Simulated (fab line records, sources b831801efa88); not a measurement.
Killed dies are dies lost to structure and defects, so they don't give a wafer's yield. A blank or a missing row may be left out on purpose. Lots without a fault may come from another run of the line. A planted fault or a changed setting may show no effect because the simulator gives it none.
A struck lot beside a sound one | flow sky130 | 15 steps out of a route of 708
Sound: wafers L251.1, L251.2, L251.5. Struck: wafers L261.1, L261.3, L261.6. The cause comes at the end.
At each step with rows: each side's tool, then ch and its chambers, then its first start. Under that, the readings that differ: sound wafers | struck wafers | difference of the means | sigmas: that difference in standard deviations of wafers without a fault.
alike: readings whose means differ by less than 2 such deviations, and words and numbers that are the same on both sides. not compared: withheld readings, readings that some wafer has no value for, bounds like >300 that may hide the same value, and numbers for which the record gives no deviation and whose values overlap.
The two part at a step that has a row with sigmas, a row that says differs or no value, or rows on one side only. Numbers that don't overlap but have no deviation are shown without sigmas and don't part them. A reading that every wafer of one side lacks parts them only if that side has two wafers or more.

SKY_VT_ADJUST_PCH_STRIP_09: strips in O2/N2.
  sound on plasma_asher-02 ch 0,1, day 11 08:48; struck on plasma_asher-04 ch 0,1, day 13 15:01
  alike: drypump_motor_current_A, oes_product_au, strip_time_to_endpoint_s
  not compared: rf_hours_counter_h
SKY_VT_ADJUST_PCH_TW_MEAS_10:
  sound on film_metro-03, day 11 08:54; struck on film_metro-02, day 13 15:07
  alike: VT_ADJUST_PCH_TW
then, 7 steps without rows for these wafers: SKY_SONOS_TUNNEL_DEHYDRATE_00 (time 60 s); SKY_SONOS_TUNNEL_HMDS_01 (prime time 60 s); SKY_SONOS_TUNNEL_COAT_02 (resist thk 1140 nm); SKY_SONOS_TUNNEL_SOFTBAKE_03 (time 60 s); SKY_SONOS_TUNNEL_EXPOSE_04 (exposes mask TUNM, target cd 410 nm); SKY_SONOS_TUNNEL_PEB_05; SKY_SONOS_TUNNEL_DEVELOP_06 (develop time 60 s).
SKY_SONOS_TUNNEL_CD_MEAS_07: target cd 410 nm.
  sound on cd_sem-01, day 12 08:49; struck on cd_sem-01, day 14 12:25
  alike: cd_nm
SKY_SONOS_TUNNEL_OVL_MEAS_08:
  sound on overlay-02, day 12 08:56; struck on overlay-01, day 14 12:32
  alike: SONOS_TUNNEL_OVL
then, 1 step without rows for these wafers: SKY_SONOS_TUNNEL_IMPLANT_09.
SKY_SONOS_TUNNEL_WET_ETCH_10: etches SiO2 in dHF, target depth 14 nm, time 280 s.
  sound on wet_bench-04 ch 2, day 12 09:07; struck on wet_bench-02 ch 2, day 14 12:43
  no value came back on the struck wafers for bath_heat_duty_pct (%), run_length_s (s); on the sound wafers bath_heat_duty_pct (%) reads 6.5 7.0 6.5
then, 1 step without rows for these wafers: SKY_SONOS_TUNNEL_STRIP_11 (strips in SPM, time 600 s).
-- the record jumps here: 34 days lie between the struck wafers' starts before and after (it left off in module SONOS_TUNNEL and takes up again in module PAD_OPEN, whose first step shown is number 708 of the route) --
SKY_PAD_OPEN_PROBE_99:
  sound on prober-02, day 46 15:33; struck on prober-01, day 48 12:05
  reading             | sound    | struck      | difference | sigmas
  killed_at_front_end | 11 16 10 | 421 418 432 | +411       | +86
  killed_dies         | 79 87 78 | 492 492 492 | +411       | +45
  killed_on_rim       | 13 15 14 | 96 96 96    | +82        | +24
  alike: killed_at_M0_to_M3, killed_at_M4_up, killed_at_contacts, killed_at_other, killed_open, killed_short

WHERE THEY PART
First at SKY_SONOS_TUNNEL_WET_ETCH_10; last, within this record, at SKY_PAD_OPEN_PROBE_99.

WHY: what the simulator had put in
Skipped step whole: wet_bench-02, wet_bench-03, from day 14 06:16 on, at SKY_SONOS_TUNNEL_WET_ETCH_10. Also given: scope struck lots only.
